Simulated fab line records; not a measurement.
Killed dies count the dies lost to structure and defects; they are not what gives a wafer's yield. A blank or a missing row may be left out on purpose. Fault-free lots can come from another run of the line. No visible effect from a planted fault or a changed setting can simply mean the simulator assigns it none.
fab line records || flow sky130
record: {"lots": 13, "wafers": 39, "lastDay": 50}
route steps=708 shown VIA1@476 METAL4@629 VIA4@642 PAD_OPEN@708
lots that met no fault: taken from a fault-free run of the same line
startH: the number of hours between the record's first day and the start of the first shown wafer of the lot || waitH: how many hours have passed since the lot's step before this one || " identical to the entry in the row above || L1.1+2: one row covering several wafers at once || - no value, or no start given || * or withheld: withheld || < > ~ a bound
route shown NAME@n: a module of which the file shows steps, and the number in the route of the first || usual: the fault-free wafers' mean and standard deviation || same: alike in all rows || chamber/n: place in a boat || sites: the reading at each site || _std_site: their standard deviation || _edge_site: outer sites' mean less inner sites' || radiusMm: how far each site lies from the wafer's centre || mask NAME#n: copy n || behind: tool/chamber where the wafer was last shaped || hold: what put the lot on hold/how long, in hours/how the hold closed || device: the transistor (n, p or np) that didn't switch || end of line: the route-end tests of the same wafers || a step with no rows: only its recipe || killed: dies that structure and defects cost at the first sort, which is not the same as the wafer's yield || map: dies across one wafer; x = killed, . = not, _ = none there
set.NAME: the setting that was run; set.NAME@STEP: the one run at that earlier step || model.NAME: the simulator's own value behind a step, which no gauge read
route steps across a sampled set of lots; one table per step, one row per wafer
services: the hour from which a tool's chamber was out of use, counted from the record's first day as startH (under 0 if before that day), plus the number of hours and why
== steps ==
step: SKY_VIA1_CLEAN_18
recipe: {"chemistry": "IPA", "timeS": 180, "tempC": 25}
{"lot.wafer": "L632.2+3+6", "tool": "wetBench-01", "chamber": 3, "startH": 796.94, "waitH": 0.0}
{"lot.wafer": "L635.1+5+6", "tool": "wetBench-01", "chamber": 0, "startH": 815.55, "waitH": 0.0}
{"lot.wafer": "L636.1+4+6", "tool": "wetBench-01", "chamber": 0, "startH": 828.27, "waitH": 0.0}
{"lot.wafer": "L641.1+3+5", "tool": "wetBench-03", "chamber": 0, "startH": 874.92, "waitH": 0.0}
{"lot.wafer": "L642.1+3+6", "tool": "wetBench-01", "chamber": 2, "startH": 878.97, "waitH": 0.0}
{"lot.wafer": "L647.1+2+4", "tool": "wetBench-04", "chamber": 1, "startH": 912.02, "waitH": 0.0}
{"lot.wafer": "L649.2+3+6", "tool": "wetBench-04", "chamber": 2, "startH": 922.92, "waitH": 0.0}
{"lot.wafer": "L650.4+5+6", "tool": "wetBench-04", "chamber": 3, "startH": 929.40, "waitH": 0.0}
{"lot.wafer": "L651.3+4+6", "tool": "wetBench-03", "chamber": 1, "startH": 940.43, "waitH": 0.0}
{"lot.wafer": "L652.3+4+5", "tool": "wetBench-01", "chamber": 0, "startH": 952.80, "waitH": 0.0}
{"lot.wafer": "L653.3+4+6", "tool": "wetBench-01", "chamber": 1, "startH": 955.63, "waitH": 0.0}
{"lot.wafer": "L655.2+3+5", "tool": "wetBench-04", "chamber": 3, "startH": 958.04, "waitH": 0.0}
{"lot.wafer": "L654.2+5+6", "tool": "wetBench-01", "chamber": 0, "startH": 961.23, "waitH": 0.0}
step: SKY_METAL4_CD_MEAS_13
recipe: {"targetCdNm": 300}
usual: {"cdNm": "300.0/1.5"}
{"lot.wafer": "L632.2", "tool": "cdSem-02", "chamber": "-", "startH": 984.58, "waitH": "-", "cdNm": 302.3}
{"lot.wafer": "L632.3", "tool": "cdSem-02", "chamber": "-", "startH": 984.58, "waitH": "-", "cdNm": 301.8}
{"lot.wafer": "L632.6", "tool": "cdSem-02", "chamber": "-", "startH": 984.58, "waitH": "-", "cdNm": 302.7}
{"lot.wafer": "L635.1", "tool": "cdSem-01", "chamber": "-", "startH": 1000.51, "waitH": "-", "cdNm": 300.1}
{"lot.wafer": "L635.5", "tool": "cdSem-01", "chamber": "-", "startH": 1000.51, "waitH": "-", "cdNm": 299.0}
{"lot.wafer": "L635.6", "tool": "cdSem-01", "chamber": "-", "startH": 1000.51, "waitH": "-", "cdNm": 301.3}
{"lot.wafer": "L636.1", "tool": "cdSem-02", "chamber": "-", "startH": 1011.71, "waitH": "-", "cdNm": 302.0}
{"lot.wafer": "L636.4", "tool": "cdSem-02", "chamber": "-", "startH": 1011.71, "waitH": "-", "cdNm": 302.5}
{"lot.wafer": "L636.6", "tool": "cdSem-02", "chamber": "-", "startH": 1011.71, "waitH": "-", "cdNm": 303.5}
{"lot.wafer": "L641.1", "tool": "cdSem-02", "chamber": "-", "startH": 1051.96, "waitH": "-", "cdNm": 298.1}
{"lot.wafer": "L641.3", "tool": "cdSem-02", "chamber": "-", "startH": 1051.96, "waitH": "-", "cdNm": 299.1}
{"lot.wafer": "L641.5", "tool": "cdSem-02", "chamber": "-", "startH": 1051.96, "waitH": "-", "cdNm": 298.2}
{"lot.wafer": "L642.1", "tool": "cdSem-02", "chamber": "-", "startH": 1056.16, "waitH": "-", "cdNm": 300.3}
{"lot.wafer": "L642.3", "tool": "cdSem-02", "chamber": "-", "startH": 1056.16, "waitH": "-", "cdNm": 299.8}
{"lot.wafer": "L642.6", "tool": "cdSem-02", "chamber": "-", "startH": 1056.16, "waitH": "-", "cdNm": 300.8}
{"lot.wafer": "L647.1", "tool": "cdSem-01", "chamber": "-", "startH": 1083.66, "waitH": "-", "cdNm": 301.8}
{"lot.wafer": "L647.2", "tool": "cdSem-01", "chamber": "-", "startH": 1083.66, "waitH": "-", "cdNm": 300.2}
{"lot.wafer": "L647.4", "tool": "cdSem-01", "chamber": "-", "startH": 1083.66, "waitH": "-", "cdNm": 301.3}
{"lot.wafer": "L649.2", "tool": "cdSem-02", "chamber": "-", "startH": 1091.98, "waitH": "-", "cdNm": 301.8}
{"lot.wafer": "L649.3", "tool": "cdSem-02", "chamber": "-", "startH": 1091.98, "waitH": "-", "cdNm": 300.7}
{"lot.wafer": "L649.6", "tool": "cdSem-02", "chamber": "-", "startH": 1091.98, "waitH": "-", "cdNm": 300.5}
{"lot.wafer": "L650.4", "tool": "cdSem-01", "chamber": "-", "startH": 1098.54, "waitH": "-", "cdNm": 301.6}
{"lot.wafer": "L650.5", "tool": "cdSem-01", "chamber": "-", "startH": 1098.54, "waitH": "-", "cdNm": 300.9}
{"lot.wafer": "L650.6", "tool": "cdSem-01", "chamber": "-", "startH": 1098.54, "waitH": "-", "cdNm": 301.1}
{"lot.wafer": "L651.3", "tool": "cdSem-01", "chamber": "-", "startH": 1105.35, "waitH": "-", "cdNm": 300.8}
{"lot.wafer": "L651.4", "tool": "cdSem-01", "chamber": "-", "startH": 1105.35, "waitH": "-", "cdNm": 301.0}
{"lot.wafer": "L651.6", "tool": "cdSem-01", "chamber": "-", "startH": 1105.35, "waitH": "-", "cdNm": 301.9}
{"lot.wafer": "L652.3", "tool": "cdSem-01", "chamber": "-", "startH": 1117.00, "waitH": "-", "cdNm": 300.1}
{"lot.wafer": "L652.4", "tool": "cdSem-01", "chamber": "-", "startH": 1117.00, "waitH": "-", "cdNm": 297.8}
{"lot.wafer": "L652.5", "tool": "cdSem-01", "chamber": "-", "startH": 1117.00, "waitH": "-", "cdNm": 298.3}
{"lot.wafer": "L653.3", "tool": "cdSem-02", "chamber": "-", "startH": 1120.05, "waitH": "-", "cdNm": 297.3}
{"lot.wafer": "L653.4", "tool": "cdSem-02", "chamber": "-", "startH": 1120.05, "waitH": "-", "cdNm": 298.5}
{"lot.wafer": "L653.6", "tool": "cdSem-02", "chamber": "-", "startH": 1120.05, "waitH": "-", "cdNm": 297.1}
{"lot.wafer": "L655.2", "tool": "cdSem-01", "chamber": "-", "startH": 1121.18, "waitH": "-", "cdNm": 299.7}
{"lot.wafer": "L655.3", "tool": "cdSem-01", "chamber": "-", "startH": 1121.18, "waitH": "-", "cdNm": 300.4}
{"lot.wafer": "L655.5", "tool": "cdSem-01", "chamber": "-", "startH": 1121.18, "waitH": "-", "cdNm": 298.8}
{"lot.wafer": "L654.2", "tool": "cdSem-02", "chamber": "-", "startH": 1123.63, "waitH": "-", "cdNm": 299.9}
{"lot.wafer": "L654.5", "tool": "cdSem-02", "chamber": "-", "startH": 1123.63, "waitH": "-", "cdNm": 298.5}
{"lot.wafer": "L654.6", "tool": "cdSem-02", "chamber": "-", "startH": 1123.63, "waitH": "-", "cdNm": 298.9}
step: SKY_VIA4_BOW_MEAS_03
recipe: {"mode": "bow"}
usual: {"VIA4_BOW": "78/8"}
{"lot.wafer": "L632.2", "tool": "filmMetro-02", "chamber": "-", "startH": 986.25, "waitH": 0.2, "VIA4_BOW[um]": 75}
{"lot.wafer": "L632.3", "tool": "filmMetro-02", "chamber": "-", "startH": 986.25, "waitH": 0.2, "VIA4_BOW[um]": 82}
{"lot.wafer": "L632.6", "tool": "filmMetro-02", "chamber": "-", "startH": 986.25, "waitH": 0.2, "VIA4_BOW[um]": 74}
{"lot.wafer": "L635.1", "tool": "filmMetro-01", "chamber": "-", "startH": 1002.12, "waitH": 0.2, "VIA4_BOW[um]": 77}
{"lot.wafer": "L635.5", "tool": "filmMetro-01", "chamber": "-", "startH": 1002.12, "waitH": 0.2, "VIA4_BOW[um]": 85}
{"lot.wafer": "L635.6", "tool": "filmMetro-01", "chamber": "-", "startH": 1002.12, "waitH": 0.2, "VIA4_BOW[um]": 75}
{"lot.wafer": "L636.1", "tool": "filmMetro-01", "chamber": "-", "startH": 1013.50, "waitH": 0.2, "VIA4_BOW[um]": 68}
{"lot.wafer": "L636.4", "tool": "filmMetro-01", "chamber": "-", "startH": 1013.50, "waitH": 0.2, "VIA4_BOW[um]": 85}
{"lot.wafer": "L636.6", "tool": "filmMetro-01", "chamber": "-", "startH": 1013.50, "waitH": 0.2, "VIA4_BOW[um]": 75}
{"lot.wafer": "L641.1", "tool": "filmMetro-01", "chamber": "-", "startH": 1053.61, "waitH": 0.2, "VIA4_BOW[um]": 73}
{"lot.wafer": "L641.3", "tool": "filmMetro-01", "chamber": "-", "startH": 1053.61, "waitH": 0.2, "VIA4_BOW[um]": 81}
{"lot.wafer": "L641.5", "tool": "filmMetro-01", "chamber": "-", "startH": 1053.61, "waitH": 0.2, "VIA4_BOW[um]": 84}
{"lot.wafer": "L642.1", "tool": "filmMetro-03", "chamber": "-", "startH": 1058.12, "waitH": 0.2, "VIA4_BOW[um]": 79}
{"lot.wafer": "L642.3", "tool": "filmMetro-03", "chamber": "-", "startH": 1058.12, "waitH": 0.2, "VIA4_BOW[um]": 64}
{"lot.wafer": "L642.6", "tool": "filmMetro-03", "chamber": "-", "startH": 1058.12, "waitH": 0.2, "VIA4_BOW[um]": 71}
{"lot.wafer": "L647.1", "tool": "filmMetro-01", "chamber": "-", "startH": 1085.28, "waitH": 0.1, "VIA4_BOW[um]": 70}
{"lot.wafer": "L647.2", "tool": "filmMetro-01", "chamber": "-", "startH": 1085.28, "waitH": 0.1, "VIA4_BOW[um]": 70}
{"lot.wafer": "L647.4", "tool": "filmMetro-01", "chamber": "-", "startH": 1085.28, "waitH": 0.1, "VIA4_BOW[um]": 65}
{"lot.wafer": "L649.2", "tool": "filmMetro-02", "chamber": "-", "startH": 1093.62, "waitH": 0.2, "VIA4_BOW[um]": 92}
{"lot.wafer": "L649.3", "tool": "filmMetro-02", "chamber": "-", "startH": 1093.62, "waitH": 0.2, "VIA4_BOW[um]": 66}
{"lot.wafer": "L649.6", "tool": "filmMetro-02", "chamber": "-", "startH": 1093.62, "waitH": 0.2, "VIA4_BOW[um]": 77}
{"lot.wafer": "L650.4", "tool": "filmMetro-01", "chamber": "-", "startH": 1100.35, "waitH": 0.3, "VIA4_BOW[um]": 83}
{"lot.wafer": "L650.5", "tool": "filmMetro-01", "chamber": "-", "startH": 1100.35, "waitH": 0.3, "VIA4_BOW[um]": 81}
{"lot.wafer": "L650.6", "tool": "filmMetro-01", "chamber": "-", "startH": 1100.35, "waitH": 0.3, "VIA4_BOW[um]": 82}
{"lot.wafer": "L651.3", "tool": "filmMetro-03", "chamber": "-", "startH": 1107.00, "waitH": 0.1, "VIA4_BOW[um]": 60}
{"lot.wafer": "L651.4", "tool": "filmMetro-03", "chamber": "-", "startH": 1107.00, "waitH": 0.1, "VIA4_BOW[um]": 75}
{"lot.wafer": "L651.6", "tool": "filmMetro-03", "chamber": "-", "startH": 1107.00, "waitH": 0.1, "VIA4_BOW[um]": 71}
{"lot.wafer": "L652.3", "tool": "filmMetro-02", "chamber": "-", "startH": 1118.61, "waitH": 0.2, "VIA4_BOW[um]": 67}
{"lot.wafer": "L652.4", "tool": "filmMetro-02", "chamber": "-", "startH": 1118.61, "waitH": 0.2, "VIA4_BOW[um]": 77}
{"lot.wafer": "L652.5", "tool": "filmMetro-02", "chamber": "-", "startH": 1118.61, "waitH": 0.2, "VIA4_BOW[um]": 97}
{"lot.wafer": "L653.3", "tool": "filmMetro-01", "chamber": "-", "startH": 1121.66, "waitH": 0.2, "VIA4_BOW[um]": 79}
{"lot.wafer": "L653.4", "tool": "filmMetro-01", "chamber": "-", "startH": 1121.66, "waitH": 0.2, "VIA4_BOW[um]": 70}
{"lot.wafer": "L653.6", "tool": "filmMetro-01", "chamber": "-", "startH": 1121.66, "waitH": 0.2, "VIA4_BOW[um]": 64}
{"lot.wafer": "L655.2", "tool": "filmMetro-03", "chamber": "-", "startH": 1122.80, "waitH": 0.1, "VIA4_BOW[um]": 66}
{"lot.wafer": "L655.3", "tool": "filmMetro-03", "chamber": "-", "startH": 1122.80, "waitH": 0.1, "VIA4_BOW[um]": 72}
{"lot.wafer": "L655.5", "tool": "filmMetro-03", "chamber": "-", "startH": 1122.80, "waitH": 0.1, "VIA4_BOW[um]": 70}
{"lot.wafer": "L654.2", "tool": "filmMetro-02", "chamber": "-", "startH": 1125.27, "waitH": 0.2, "VIA4_BOW[um]": 80}
{"lot.wafer": "L654.5", "tool": "filmMetro-02", "chamber": "-", "startH": 1125.27, "waitH": 0.2, "VIA4_BOW[um]": 72}
{"lot.wafer": "L654.6", "tool": "filmMetro-02", "chamber": "-", "startH": 1125.27, "waitH": 0.2, "VIA4_BOW[um]": 87}
step: SKY_VIA4_THK_MEAS_20
recipe: {"thkMeasGauge": "xrf", "reads": "W_of_VIA4_CVD_18"}
usual: {"VIA4_W_THK": "513/8.2"}
{"lot.wafer": "L632.2", "tool": "filmMetro-01", "chamber": "-", "startH": 1009.90, "waitH": 0.1, "VIA4_W_THK[nm]": 518}
{"lot.wafer": "L632.3", "tool": "filmMetro-01", "chamber": "-", "startH": 1009.90, "waitH": 0.1, "VIA4_W_THK[nm]": 523}
{"lot.wafer": "L632.6", "tool": "filmMetro-01", "chamber": "-", "startH": 1009.90, "waitH": 0.1, "VIA4_W_THK[nm]": 517}
{"lot.wafer": "L635.1", "tool": "filmMetro-01", "chamber": "-", "startH": 1025.84, "waitH": 0.1, "VIA4_W_THK[nm]": 530}
{"lot.wafer": "L635.5", "tool": "filmMetro-01", "chamber": "-", "startH": 1025.84, "waitH": 0.1, "VIA4_W_THK[nm]": 530}
{"lot.wafer": "L635.6", "tool": "filmMetro-01", "chamber": "-", "startH": 1025.84, "waitH": 0.1, "VIA4_W_THK[nm]": 529}
{"lot.wafer": "L636.1", "tool": "filmMetro-03", "chamber": "-", "startH": 1037.14, "waitH": 0.1, "VIA4_W_THK[nm]": 521}
{"lot.wafer": "L636.4", "tool": "filmMetro-03", "chamber": "-", "startH": 1037.14, "waitH": 0.1, "VIA4_W_THK[nm]": 515}
{"lot.wafer": "L636.6", "tool": "filmMetro-03", "chamber": "-", "startH": 1037.14, "waitH": 0.1, "VIA4_W_THK[nm]": 517}
{"lot.wafer": "L641.1", "tool": "filmMetro-03", "chamber": "-", "startH": 1075.03, "waitH": 0.1, "VIA4_W_THK[nm]": 500}
{"lot.wafer": "L641.3", "tool": "filmMetro-03", "chamber": "-", "startH": 1075.03, "waitH": 0.1, "VIA4_W_THK[nm]": 504}
{"lot.wafer": "L641.5", "tool": "filmMetro-03", "chamber": "-", "startH": 1075.03, "waitH": 0.1, "VIA4_W_THK[nm]": 498}
{"lot.wafer": "L642.1", "tool": "filmMetro-02", "chamber": "-", "startH": 1080.18, "waitH": 0.1, "VIA4_W_THK[nm]": 513}
{"lot.wafer": "L642.3", "tool": "filmMetro-02", "chamber": "-", "startH": 1080.18, "waitH": 0.1, "VIA4_W_THK[nm]": 522}
{"lot.wafer": "L642.6", "tool": "filmMetro-02", "chamber": "-", "startH": 1080.18, "waitH": 0.1, "VIA4_W_THK[nm]": 522}
{"lot.wafer": "L647.1", "tool": "filmMetro-02", "chamber": "-", "startH": 1105.86, "waitH": 0.1, "VIA4_W_THK[nm]": 504}
{"lot.wafer": "L647.2", "tool": "filmMetro-02", "chamber": "-", "startH": 1105.86, "waitH": 0.1, "VIA4_W_THK[nm]": 499}
{"lot.wafer": "L647.4", "tool": "filmMetro-02", "chamber": "-", "startH": 1105.86, "waitH": 0.1, "VIA4_W_THK[nm]": 498}
{"lot.wafer": "L649.2", "tool": "filmMetro-01", "chamber": "-", "startH": 1114.75, "waitH": 0.1, "VIA4_W_THK[nm]": 515}
{"lot.wafer": "L649.3", "tool": "filmMetro-01", "chamber": "-", "startH": 1114.75, "waitH": 0.1, "VIA4_W_THK[nm]": 515}
{"lot.wafer": "L649.6", "tool": "filmMetro-01", "chamber": "-", "startH": 1114.75, "waitH": 0.1, "VIA4_W_THK[nm]": 515}
{"lot.wafer": "L650.4", "tool": "filmMetro-01", "chamber": "-", "startH": 1120.71, "waitH": 0.1, "VIA4_W_THK[nm]": 513}
{"lot.wafer": "L650.5", "tool": "filmMetro-01", "chamber": "-", "startH": 1120.71, "waitH": 0.1, "VIA4_W_THK[nm]": 512}
{"lot.wafer": "L650.6", "tool": "filmMetro-01", "chamber": "-", "startH": 1120.71, "waitH": 0.1, "VIA4_W_THK[nm]": 506}
{"lot.wafer": "L651.3", "tool": "filmMetro-01", "chamber": "-", "startH": 1127.72, "waitH": 0.1, "VIA4_W_THK[nm]": 516}
{"lot.wafer": "L651.4", "tool": "filmMetro-01", "chamber": "-", "startH": 1127.72, "waitH": 0.1, "VIA4_W_THK[nm]": 511}
{"lot.wafer": "L651.6", "tool": "filmMetro-01", "chamber": "-", "startH": 1127.72, "waitH": 0.1, "VIA4_W_THK[nm]": 521}
{"lot.wafer": "L652.3", "tool": "filmMetro-02", "chamber": "-", "startH": 1139.31, "waitH": 0.1, "VIA4_W_THK[nm]": 517}
{"lot.wafer": "L652.4", "tool": "filmMetro-02", "chamber": "-", "startH": 1139.31, "waitH": 0.1, "VIA4_W_THK[nm]": 509}
{"lot.wafer": "L652.5", "tool": "filmMetro-02", "chamber": "-", "startH": 1139.31, "waitH": 0.1, "VIA4_W_THK[nm]": 514}
{"lot.wafer": "L653.3", "tool": "filmMetro-02", "chamber": "-", "startH": 1142.33, "waitH": 0.1, "VIA4_W_THK[nm]": 523}
{"lot.wafer": "L653.4", "tool": "filmMetro-02", "chamber": "-", "startH": 1142.33, "waitH": 0.1, "VIA4_W_THK[nm]": 506}
{"lot.wafer": "L653.6", "tool": "filmMetro-02", "chamber": "-", "startH": 1142.33, "waitH": 0.1, "VIA4_W_THK[nm]": 514}
{"lot.wafer": "L655.2", "tool": "filmMetro-03", "chamber": "-", "startH": 1142.93, "waitH": 0.1, "VIA4_W_THK[nm]": 502}
{"lot.wafer": "L655.3", "tool": "filmMetro-03", "chamber": "-", "startH": 1142.93, "waitH": 0.1, "VIA4_W_THK[nm]": 506}
{"lot.wafer": "L655.5", "tool": "filmMetro-03", "chamber": "-", "startH": 1142.93, "waitH": 0.1, "VIA4_W_THK[nm]": 506}
{"lot.wafer": "L654.2", "tool": "filmMetro-01", "chamber": "-", "startH": 1145.53, "waitH": 0.1, "VIA4_W_THK[nm]": 514}
{"lot.wafer": "L654.5", "tool": "filmMetro-01", "chamber": "-", "startH": 1145.53, "waitH": 0.1, "VIA4_W_THK[nm]": 524}
{"lot.wafer": "L654.6", "tool": "filmMetro-01", "chamber": "-", "startH": 1145.53, "waitH": 0.1, "VIA4_W_THK[nm]": 514}
step: SKY_PAD_OPEN_PROBE_99
usual: {"defectLimitedYield": "82.5/1.9", "killed_at_M0_to_M3": "44/7.2", "killed_at_M4_up": "2.9/1.8", "killedAtContacts": "24/5.6", "killedAtFrontEnd": "15/4.2", "killedAtOther": "0.4/0.71", "killedDies": "86/9.2", "killedOpen": "47/7.2", "killedShort": "39/5.7", "sort_bin_3_pad_short": "0.9/0.4", "sort_bin_5_function": "10.2/1.6", "sort_bin_6_memory": "6.4/1.2", "sortNPass": "406/9.2", "sortYieldPct": "82.5/1.9"}
same: {"grossDies": 492, "killedAtBackSide": 0, "sort_bin_4_leakage[%]": 0, "sort_bin_8_speed[%]": 0}
{"lot.wafer": "L636.1", "tool": "prober-02", "chamber": "-", "startH": 1105.06, "waitH": 0.1, "defectLimitedYield[%]": 82.7, "killed_at_M0_to_M3": 46, "killed_at_M4_up": 2, "killedAtContacts": 24, "killedAtFrontEnd": 13, "killedAtOther": 0, "killedDies": 85, "killedOpen": 36, "killedShort": 49, "sort_bin_3_pad_short[%]": 0.8, "sort_bin_5_function[%]": 10.0, "sort_bin_6_memory[%]": 6.5, "sortNPass": 407, "sortYieldPct[%]": 82.7}
{"lot.wafer": "L636.4", "tool": "prober-02", "chamber": "-", "startH": 1105.21, "waitH": 0.2, "defectLimitedYield[%]": 80.3, "killed_at_M0_to_M3": 52, "killed_at_M4_up": 3, "killedAtContacts": 26, "killedAtFrontEnd": 16, "killedAtOther": 0, "killedDies": 97, "killedOpen": 46, "killedShort": 51, "sort_bin_3_pad_short[%]": 1.4, "sort_bin_5_function[%]": 12.0, "sort_bin_6_memory[%]": 6.3, "sortNPass": 395, "sortYieldPct[%]": 80.3}
{"lot.wafer": "L636.6", "tool": "prober-02", "chamber": "-", "startH": 1105.31, "waitH": 0.2, "defectLimitedYield[%]": 80.7, "killed_at_M0_to_M3": 41, "killed_at_M4_up": 1, "killedAtContacts": 34, "killedAtFrontEnd": 19, "killedAtOther": 0, "killedDies": 95, "killedOpen": 52, "killedShort": 43, "sort_bin_3_pad_short[%]": 1.0, "sort_bin_5_function[%]": 13.4, "sort_bin_6_memory[%]": 4.9, "sortNPass": 397, "sortYieldPct[%]": 80.7}
{"lot.wafer": "L642.1", "tool": "prober-01", "chamber": "-", "startH": 1144.57, "waitH": 0.1, "defectLimitedYield[%]": 70.7, "killed_at_M0_to_M3": 92, "killed_at_M4_up": 3, "killedAtContacts": 28, "killedAtFrontEnd": 21, "killedAtOther": 0, "killedDies": 144, "killedOpen": 57, "killedShort": 36, "sort_bin_3_pad_short[%]": 3.0, "sort_bin_5_function[%]": 17.9, "sort_bin_6_memory[%]": 8.3, "sortNPass": 348, "sortYieldPct[%]": 70.7}
{"lot.wafer": "L642.3", "tool": "prober-01", "chamber": "-", "startH": 1144.67, "waitH": 0.2, "defectLimitedYield[%]": 71.1, "killed_at_M0_to_M3": 100, "killed_at_M4_up": 1, "killedAtContacts": 30, "killedAtFrontEnd": 11, "killedAtOther": 0, "killedDies": 142, "killedOpen": 49, "killedShort": 40, "sort_bin_3_pad_short[%]": 3.5, "sort_bin_5_function[%]": 18.9, "sort_bin_6_memory[%]": 6.5, "sortNPass": 350, "sortYieldPct[%]": 71.1}
{"lot.wafer": "L642.6", "tool": "prober-01", "chamber": "-", "startH": 1144.82, "waitH": 0.2, "defectLimitedYield[%]": 72.0, "killed_at_M0_to_M3": 96, "killed_at_M4_up": 3, "killedAtContacts": 23, "killedAtFrontEnd": 16, "killedAtOther": 0, "killedDies": 138, "killedOpen": 49, "killedShort": 38, "sort_bin_3_pad_short[%]": 2.4, "sort_bin_5_function[%]": 18.3, "sort_bin_6_memory[%]": 7.3, "sortNPass": 354, "sortYieldPct[%]": 72.0}
{"lot.wafer": "L649.2", "tool": "prober-01", "chamber": "-", "startH": 1174.33, "waitH": 0.1, "defectLimitedYield[%]": 86.0, "killed_at_M0_to_M3": 36, "killed_at_M4_up": 3, "killedAtContacts": 17, "killedAtFrontEnd": 13, "killedAtOther": 0, "killedDies": 69, "killedOpen": 35, "killedShort": 34, "sort_bin_3_pad_short[%]": 0.6, "sort_bin_5_function[%]": 7.9, "sort_bin_6_memory[%]": 5.5, "sortNPass": 423, "sortYieldPct[%]": 86.0}
{"lot.wafer": "L649.3", "tool": "prober-01", "chamber": "-", "startH": 1174.38, "waitH": 0.2, "defectLimitedYield[%]": 81.7, "killed_at_M0_to_M3": 48, "killed_at_M4_up": 1, "killedAtContacts": 30, "killedAtFrontEnd": 11, "killedAtOther": 0, "killedDies": 90, "killedOpen": 46, "killedShort": 44, "sort_bin_3_pad_short[%]": 0.8, "sort_bin_5_function[%]": 11.4, "sort_bin_6_memory[%]": 6.1, "sortNPass": 402, "sortYieldPct[%]": 81.7}
{"lot.wafer": "L649.6", "tool": "prober-01", "chamber": "-", "startH": 1174.53, "waitH": 0.2, "defectLimitedYield[%]": 83.3, "killed_at_M0_to_M3": 43, "killed_at_M4_up": 3, "killedAtContacts": 27, "killedAtFrontEnd": 9, "killedAtOther": 0, "killedDies": 82, "killedOpen": 46, "killedShort": 36, "sort_bin_3_pad_short[%]": 0.4, "sort_bin_5_function[%]": 9.6, "sort_bin_6_memory[%]": 6.7, "sortNPass": 410, "sortYieldPct[%]": 83.3}
killed by level:class
L636.1 LI_CONTACT:geometricParticle:open=9 VIA1:geometricParticle:short=8 METAL2:geometricParticle:short=7 CONTACT:geometricParticle:short=6 VIA1:geometricParticle:open=6 METAL3:geometricParticle:short=6 POLY_GATE:geometricParticle:open=5 POLY_GATE:geometricParticle:short=5
L636.4 VIA1:geometricParticle:open=14 CONTACT:geometricParticle:open=12 VIA1:geometricParticle:short=9 METAL2:geometricParticle:short=6 CONTACT:geometricParticle:short=5 METAL1:geometricParticle:short=5 VIA3:geometricParticle:open=5 POLY_GATE:geometricParticle:open=4
L636.6 VIA1:geometricParticle:open=16 CONTACT:geometricParticle:short=13 CONTACT:geometricParticle:open=13 LI_CONTACT:geometricParticle:open=7 METAL1:geometricParticle:short=6 FIELD_ISO:geometricParticle:short=5 FIELD_ISO:geometricParticle:open=5 VIA2:geometricParticle:open=5
L642.1 VIA1:unspecified=50 VIA2:geometricParticle:open=12 LI_CONTACT:geometricParticle:open=10 METAL1:geometricParticle:short=10 VIA3:geometricParticle:open=9 LOCAL_INTERCONNECT:geometricParticle:short=6 CONTACT:geometricParticle:open=6 VIA1:geometricParticle:open=5
L642.3 VIA1:unspecified=52 VIA1:geometricParticle:open=16 METAL2:geometricParticle:short=11 LI_CONTACT:geometricParticle:open=6 LOCAL_INTERCONNECT:geometricParticle:short=6 CONTACT:geometricParticle:open=6 VIA3:geometricParticle:open=6 CONTACT:geometricParticle:short=5
L642.6 VIA1:unspecified=51 VIA3:geometricParticle:open=11 POLY_GATE:geometricParticle:open=7 CONTACT:geometricParticle:open=7 VIA1:geometricParticle:open=7 VIA2:geometricParticle:short=6 LI_CONTACT:geometricParticle:open=5 METAL1:geometricParticle:short=5
L649.2 VIA1:geometricParticle:open=10 LI_CONTACT:geometricParticle:open=7 POLY_GATE:geometricParticle:short=6 VIA1:geometricParticle:short=5 VIA3:geometricParticle:open=5 POLY_GATE:geometricParticle:open=3 LOCAL_INTERCONNECT:geometricParticle:short=3 METAL1:geometricParticle:short=3
L649.3 VIA1:geometricParticle:open=14 CONTACT:geometricParticle:open=8 VIA1:geometricParticle:short=8 LOCAL_INTERCONNECT:geometricParticle:short=7 CONTACT:geometricParticle:short=7 VIA3:geometricParticle:open=7 VIA2:geometricParticle:open=5 LI_CONTACT:geometricParticle:open=4
L649.6 CONTACT:geometricParticle:open=14 VIA1:geometricParticle:open=9 VIA3:geometricParticle:short=8 VIA3:geometricParticle:open=8 CONTACT:geometricParticle:short=5 LI_CONTACT:geometricParticle:open=4 METAL3:geometricParticle:short=4 METAL2:geometricParticle:short=3
== services ==
{"tool": "wetBench-03", "chamber": "-", "startH": 820.16, "hours": 22.7, "kind": "pm"}
{"tool": "wetBench-01", "chamber": "-", "startH": 872.13, "hours": 1.9, "kind": "pm"}
{"tool": "wetBench-01", "chamber": "-", "startH": 911.57, "hours": 4.4, "kind": "pm"}
== key ==
firstSign: {"step": "SKY_PAD_OPEN_PROBE_99", "reading": "killed_at_M0_to_M3", "direction": "up", "sigmas": 7.2, "usual": 44, "struck": 96}
effect: {"step": "SKY_PAD_OPEN_PROBE_99", "reading": "defectLimitedYield", "direction": "down", "sigmas": 6, "usual": 82.5, "struck": 71.3}
metAt SKY_VIA1_CLEAN_18
struckLots L642
struckWafers L642.1,L642.3,L642.6
notActingAt SKY_METAL4_CD_MEAS_13,SKY_VIA4_BOW_MEAS_03,SKY_VIA4_THK_MEAS_20
fault: {"kind": "chamberParticleSource", "tool": "wetBench-01", "chamber": 2, "onsetH": 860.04, "steps": "SKY_VIA1_CLEAN_18", "ratePerVisitCm2": 0.78183, "endH": 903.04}
